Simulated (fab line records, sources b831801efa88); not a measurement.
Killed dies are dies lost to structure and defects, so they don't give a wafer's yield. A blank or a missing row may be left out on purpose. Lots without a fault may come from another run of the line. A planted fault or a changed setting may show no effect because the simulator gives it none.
Which tool did it? | flow gf180mcu | 12 lots, 36 wafers sampled, at 5 steps of a route of 602

WHAT THE GAUGES READ, wafer by wafer
GF_M4_OVL_MEAS_15. Usual: M4_OVL 0 nm, standard deviation 6.4.
lot  | measured     | on         | M4_OVL (nm) | flag
L882 | day 24 14:01 | overlay-01 | 6 3 7       |
L883 | day 24 23:40 | overlay-02 | -14 -12 -13 |
L885 | day 25 06:15 | overlay-02 | 7 8 5       |
L887 | day 26 00:10 | overlay-01 | -3 3 -3     |
L889 | day 26 09:26 | overlay-02 | -3 -6 -6    |
L897 | day 28 21:20 | overlay-02 | -6 -2 -3    |
L898 | day 29 04:29 | overlay-02 | 6 -6 -7     |
L899 | day 29 13:59 | overlay-01 | -9 -1 -7    |
L900 | day 29 20:44 | overlay-02 | 15 8 6      |
L901 | day 29 22:24 | overlay-02 | -2 0 1      |
L902 | day 30 06:05 | overlay-01 | 6 7 4       |
L903 | day 30 08:47 | overlay-01 | -9 2 -1     |

GF_V4_RS_MEAS_24: measures by four-point-probe. Usual: V4_W_RS 0.3279 ohm/sq, standard deviation 0.0028.
lot  | measured     | on            | V4_W_RS (ohm/sq)     | flag
L882 | day 25 13:45 | film_metro-04 | 0.3262 0.3264 0.3269 |
L883 | day 25 22:56 | film_metro-03 | 0.3249 0.3257 0.3238 |
L885 | day 26 06:08 | film_metro-04 | 0.3253 0.3230 0.3231 |
L887 | day 26 23:15 | film_metro-02 | 0.3268 0.3293 0.3245 |
L889 | day 27 07:59 | film_metro-02 | 0.3307 0.3281 0.3317 |
L897 | day 29 18:56 | film_metro-03 | 43.653 43.518 43.256 | OFF
L898 | day 30 02:03 | film_metro-02 | 43.451 43.520 43.937 | OFF
L899 | day 30 11:28 | film_metro-03 | 42.662 42.995 43.325 | OFF
L900 | day 30 17:41 | film_metro-02 | 0.3309 0.3302 0.3358 |
L901 | day 30 19:14 | film_metro-03 | 0.3277 0.3276 0.3272 |
L902 | day 31 02:55 | film_metro-04 | 0.3294 0.3267 0.3335 |
L903 | day 31 05:36 | film_metro-03 | 0.3293 0.3282 0.3272 |

GF_V4_THK_MEAS_25: measures by xrf. Usual: V4_W_THK 371 nm, standard deviation 5.
lot  | measured     | on            | V4_W_THK (nm) | flag
L882 | day 25 13:52 | film_metro-04 | 371 370 371   |
L883 | day 25 23:03 | film_metro-03 | 382 378 381   |
L885 | day 26 06:14 | film_metro-04 | 373 372 374   |
L887 | day 26 23:22 | film_metro-02 | 374 373 376   |
L889 | day 27 08:06 | film_metro-02 | 370 372 368   |
L897 | day 29 19:03 | film_metro-03 | <0 <0 <0      | OFF
L898 | day 30 02:10 | film_metro-02 | <0 <0 <0      | OFF
L899 | day 30 11:34 | film_metro-03 | <0 <0 <0      | OFF
L900 | day 30 17:47 | film_metro-02 | 366 364 359   |
L901 | day 30 19:22 | film_metro-03 | 371 371 372   |
L902 | day 31 03:02 | film_metro-04 | 368 370 362   |
L903 | day 31 05:43 | film_metro-03 | 364 367 371   |

WHICH TOOL RAN EACH LOT (tool, then ch and the chambers of the sampled wafers, then the start)
lot  | GF_V4_SPUTTER_22             | GF_V4_CVD_23
L882 | pvd_sputter-04, day 25 13:34 | cvd_w-01 ch 0,1, day 25 13:37
L883 | pvd_sputter-04, day 25 22:46 | cvd_w-02 ch 1, day 25 22:49
L885 | pvd_sputter-04, day 26 05:56 | cvd_w-01 ch 0,1, day 26 06:01
L887 | pvd_sputter-03, day 26 23:05 | cvd_w-02 ch 0, day 26 23:07
L889 | pvd_sputter-01, day 27 07:49 | cvd_w-02 ch 0,1, day 27 07:51
L897 | pvd_sputter-04, day 29 18:47 | cvd_w-02 ch 0,1, day 29 18:49
L898 | pvd_sputter-01, day 30 01:53 | cvd_w-01 ch 0,1, day 30 01:56
L899 | pvd_sputter-01, day 30 11:17 | cvd_w-02 ch 0,1, day 30 11:19
L900 | pvd_sputter-04, day 30 17:31 | cvd_w-02 ch 0,1, day 30 17:33
L901 | pvd_sputter-04, day 30 19:05 | cvd_w-01 ch 0,1, day 30 19:08
L902 | pvd_sputter-03, day 31 02:46 | cvd_w-02 ch 0,1, day 31 02:48
L903 | pvd_sputter-03, day 31 05:27 | cvd_w-01 ch 0,1, day 31 05:29
- GF_V4_SPUTTER_22: material TiN, target thk 10 nm, time 40 s.
- GF_V4_CVD_23: deposits W, target thk 350 nm, time 104.9 s.

WHAT THE TOOLS THEMSELVES READ (means of the sampled wafers that have a number; where no wafer has one, the mark that the record gives instead)
GF_V4_SPUTTER_22. Usual: throttle_valve_pct 30.2 %, standard deviation 0.99.
lot  | tool           | throttle_valve_pct (%) | flag
L882 | pvd_sputter-04 | 28.9                   |
L883 | pvd_sputter-04 | 29.2                   |
L885 | pvd_sputter-04 | 30.3                   |
L887 | pvd_sputter-03 | 31.6                   |
L889 | pvd_sputter-01 | 30.2                   |
L897 | pvd_sputter-04 | 29.6                   |
L898 | pvd_sputter-01 | 30.1                   |
L899 | pvd_sputter-01 | 29.6                   |
L900 | pvd_sputter-04 | 29.5                   |
L901 | pvd_sputter-04 | 28.8                   |
L902 | pvd_sputter-03 | 31.0                   |
L903 | pvd_sputter-03 | 31.5                   |

GF_V4_CVD_23. Usual: chamber_pressure_Torr 40.00 Torr, standard deviation 0.085; heater_power_outer_w 520 W, standard deviation 25; heater_power_w 830 W, standard deviation 36.
lot  | tool     | chamber_pressure_Torr (Torr) | heater_power_outer_w (W) | heater_power_w (W) | flag
L882 | cvd_w-01 | 40.01                        | 545                      | 870                |
L883 | cvd_w-02 | 39.97                        | 488                      | 793                |
L885 | cvd_w-01 | 39.96                        | 551                      | 862                |
L887 | cvd_w-02 | 39.96                        | 527                      | 835                |
L889 | cvd_w-02 | 39.93                        | 507                      | 822                |
L897 | cvd_w-02 | -                            | -                        | -                  | OFF
L898 | cvd_w-01 | -                            | -                        | -                  | OFF
L899 | cvd_w-02 | -                            | -                        | -                  | OFF
L900 | cvd_w-02 | 40.06                        | 511                      | 809                |
L901 | cvd_w-01 | 39.97                        | 546                      | 870                |
L902 | cvd_w-02 | 40.01                        | 517                      | 821                |
L903 | cvd_w-01 | 40.02                        | 547                      | 874                |

THE ANSWER, worked out from the rows above alone
Rule: a lot is off if the mean of its wafers that have a number lies more than 3 standard deviations from the usual mean. A lot without any number at a reading at which 4 lots or more have one is off too. The other lots that the step has rows for count as sound. The gauges are gone through in route order, then the tools' own readings, and for those a lot's mean is taken as printed above. The first step at which some lot is off is used, and at that step the reading that is off furthest; a lot without a number counts as furthest.
Off: L897, L898, L899, at GF_V4_RS_MEAS_24 (V4_W_RS).
A tool fits if, at a process step before that reading, it ran every lot that is off, and no sound lot after the first of them. The gauges at GF_V4_RS_MEAS_24 aren't tried: what is off there is off at GF_V4_CVD_23 too, on other tools, and a gauge's error can't cause that. None of those tried fits.

WHAT THE SIMULATOR HAD PUT IN
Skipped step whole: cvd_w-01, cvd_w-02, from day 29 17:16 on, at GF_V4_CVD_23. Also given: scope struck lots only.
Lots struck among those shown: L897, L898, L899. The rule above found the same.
